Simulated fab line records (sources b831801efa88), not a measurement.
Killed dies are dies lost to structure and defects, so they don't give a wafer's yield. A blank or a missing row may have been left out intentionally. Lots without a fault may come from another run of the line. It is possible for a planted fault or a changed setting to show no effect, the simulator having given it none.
The tool behind it: which one? | flow gf180mcu | 14 lots with 42 wafers sampled at 4 steps, on a route of 602 steps

WHAT EACH GAUGE READ, for each wafer
The record holds no reading of a measuring or inspecting step that can be judged against a usual standard deviation.

WHICH TOOL RAN EACH LOT (tool, then ch and the chambers of the sampled wafers, then the start)
lot  | GF_V2_SPUTTER_21             | GF_M3_METAL_ETCH_16               | GF_M4_SPUTTER_03             | GF_M4_DEVELOP_13
L988 | pvd-sputter-02, day 20 22:52 | rie-metal-01 ch 0,1, day 21 23:28 | pvd-sputter-01, day 23 00:46 | litho-track-03 ch 0, day 23 23:23
L990 | pvd-sputter-04, day 21 18:29 | rie-metal-04 ch 0,1, day 22 18:55 | pvd-sputter-04, day 23 20:52 | litho-track-01 ch 0, day 24 18:47
L991 | pvd-sputter-04, day 22 06:23 | rie-metal-01 ch 0,1, day 23 06:37 | pvd-sputter-03, day 24 08:27 | litho-track-03 ch 0, day 25 05:54
L992 | pvd-sputter-04, day 22 12:45 | rie-metal-03 ch 0,1, day 23 13:04 | pvd-sputter-04, day 24 15:01 | litho-track-03 ch 0, day 25 12:11
L994 | pvd-sputter-02, day 23 04:08 | rie-metal-01 ch 0, day 24 03:14   | pvd-sputter-04, day 25 04:10 | litho-track-03 ch 0, day 26 01:21
L995 | pvd-sputter-04, day 23 11:43 | rie-metal-04 ch 0,1, day 24 10:34 | pvd-sputter-03, day 25 11:37 | litho-track-03 ch 0, day 26 07:54
L996 | pvd-sputter-02, day 23 23:35 | rie-metal-03 ch 0,1, day 24 22:17 | pvd-sputter-03, day 25 22:34 | litho-track-04 ch 0, day 26 19:13
L997 | pvd-sputter-04, day 24 09:41 | rie-metal-04 ch 0,1, day 25 08:37 | pvd-sputter-03, day 26 07:47 | litho-track-03 ch 0, day 27 03:38
L104 | pvd-sputter-02, day 26 13:16 | rie-metal-04 ch 0,1, day 27 10:43 | pvd-sputter-04, day 28 13:22 | litho-track-01, day 29 08:33
L105 | pvd-sputter-02, day 26 16:56 | rie-metal-04 ch 0,1, day 27 14:29 | pvd-sputter-03, day 28 12:11 | litho-track-03, day 29 07:12
L107 | pvd-sputter-02, day 27 12:52 | rie-metal-04 ch 0,1, day 28 09:13 | pvd-sputter-03, day 29 07:28 | litho-track-04 ch 0, day 30 01:22
L106 | pvd-sputter-02, day 27 14:38 | rie-metal-01 ch 0,1, day 28 10:46 | pvd-sputter-04, day 29 08:32 | litho-track-01 ch 0, day 30 03:09
L108 | pvd-sputter-01, day 27 16:04 | rie-metal-03 ch 0,1, day 28 13:10 | pvd-sputter-04, day 29 11:52 | litho-track-04 ch 0, day 30 06:46
L109 | pvd-sputter-01, day 28 00:17 | rie-metal-04 ch 0,1, day 28 20:34 | pvd-sputter-01, day 29 18:20 | litho-track-01 ch 0, day 30 12:18
- GF_V2_SPUTTER_21: material Ti, target thk 15 nm, time 80.02 s.
- GF_M3_METAL_ETCH_16: etches the open film in Cl2/BCl3, stops on SiO2, target depth 627.5 nm, time 104.6 s.
- GF_M4_SPUTTER_03: material Ti, target thk 10 nm, time 6.7 s.
- GF_M4_DEVELOP_13: develop time 60 s.

AS READ BY THE TOOLS THEMSELVES (means over the sampled wafers that have a number; for cases with no such wafer, the mark the record gives instead)
GF_V2_SPUTTER_21. Usual: throttle-valve-pct reads 30.4 % (standard deviation 1.7).
lot  | tool           | throttle-valve-pct (%) | flag
L988 | pvd-sputter-02 | 32.1                   |
L990 | pvd-sputter-04 | 29.6                   |
L991 | pvd-sputter-04 | 29.2                   |
L992 | pvd-sputter-04 | 29.6                   |
L994 | pvd-sputter-02 | 31.8                   |
L995 | pvd-sputter-04 | 30.2                   |
L996 | pvd-sputter-02 | 32.3                   |
L997 | pvd-sputter-04 | 30.1                   |
L104 | pvd-sputter-02 | 30.8                   |
L105 | pvd-sputter-02 | 30.7                   |
L107 | pvd-sputter-02 | 30.9                   |
L106 | pvd-sputter-02 | 32.1                   |
L108 | pvd-sputter-01 | 29.9                   |
L109 | pvd-sputter-01 | 28.9                   |

GF_M3_METAL_ETCH_16. Usual: drypump-motor-current-A 5.9 A, standard deviation 0.54; oes-product-au 0.973 a.u., standard deviation 0.0058; throttle-valve-pct 28.248 %, standard deviation 0.01.
lot  | tool         | drypump-motor-current-A (A) | oes-product-au (a.u.) | throttle-valve-pct (%) | flag
L988 | rie-metal-01 | 5.8                         | 0.980                 | 28.239                 |
L990 | rie-metal-04 | 6.2                         | 0.973                 | 28.251                 |
L991 | rie-metal-01 | 5.4                         | 0.969                 | 28.243                 |
L992 | rie-metal-03 | 5.3                         | 0.972                 | 28.245                 |
L994 | rie-metal-01 | 6.2                         | 0.971                 | 28.253                 |
L995 | rie-metal-04 | 6.2                         | 0.973                 | 28.254                 |
L996 | rie-metal-03 | 5.1                         | 0.970                 | 28.252                 |
L997 | rie-metal-04 | 6.2                         | 0.977                 | 28.237                 |
L104 | rie-metal-04 | 6.2                         | 0.976                 | 28.248                 |
L105 | rie-metal-04 | 6.2                         | 0.977                 | 28.235                 |
L107 | rie-metal-04 | 6.2                         | 0.975                 | 28.249                 |
L106 | rie-metal-01 | 5.8                         | 0.971                 | 28.253                 |
L108 | rie-metal-03 | 5.4                         | 0.973                 | 28.255                 |
L109 | rie-metal-04 | 6.2                         | 0.972                 | 28.252                 |

GF_M4_SPUTTER_03. Usual: throttle-valve-pct reads 29.5 % (standard deviation 1).
lot  | tool           | throttle-valve-pct (%) | flag
L988 | pvd-sputter-01 | 29.1                   |
L990 | pvd-sputter-04 | 29.2                   |
L991 | pvd-sputter-03 | 28.8                   |
L992 | pvd-sputter-04 | 28.9                   |
L994 | pvd-sputter-04 | 28.6                   |
L995 | pvd-sputter-03 | 29.3                   |
L996 | pvd-sputter-03 | 28.8                   |
L997 | pvd-sputter-03 | 30.2                   |
L104 | pvd-sputter-04 | 31.0                   |
L105 | pvd-sputter-03 | 29.6                   |
L107 | pvd-sputter-03 | 29.5                   |
L106 | pvd-sputter-04 | 29.7                   |
L108 | pvd-sputter-04 | 29.9                   |
L109 | pvd-sputter-01 | 29.5                   |

GF_M4_DEVELOP_13. Usual: chill-plate-temp-C reads 23.00 C (standard deviation 0.1).
lot  | tool           | chill-plate-temp-C (C) | flag
L988 | litho-track-03 | 23.04                  |
L990 | litho-track-01 | 22.83                  |
L991 | litho-track-03 | 23.02                  |
L992 | litho-track-03 | 23.16                  |
L994 | litho-track-03 | 23.10                  |
L995 | litho-track-03 | 23.02                  |
L996 | litho-track-04 | 22.96                  |
L997 | litho-track-03 | 22.88                  |
L104 | litho-track-01 | -                      | OFF
L105 | litho-track-03 | -                      | OFF
L107 | litho-track-04 | 23.03                  |
L106 | litho-track-01 | 23.03                  |
L108 | litho-track-04 | 22.98                  |
L109 | litho-track-01 | 23.02                  |

THE ANSWER, worked out from the rows above alone
Rule: a lot counts as off when the mean over its wafers that have a number is more than 3 standard deviations away from the usual mean. Also off: a lot with no number at a reading for which 4 or more lots have one. The other lots that the step has rows for count as sound. First the gauges in route order, then the tools' own readings, where a lot's mean is used as printed above. At the first step where some lot is off, the reading lying furthest off is the one used; lots without a number count as furthest.
Off: L104, L105, at GF_M4_DEVELOP_13 (chill-plate-temp-C). Without a number there: L104, L105.
If a tool, at that step or one of the process steps before it, ran each lot that is off and ran no sound lot following the first of them, it fits. Of those tried, none fits.

WHAT HAD BEEN PUT IN BY THE SIMULATOR
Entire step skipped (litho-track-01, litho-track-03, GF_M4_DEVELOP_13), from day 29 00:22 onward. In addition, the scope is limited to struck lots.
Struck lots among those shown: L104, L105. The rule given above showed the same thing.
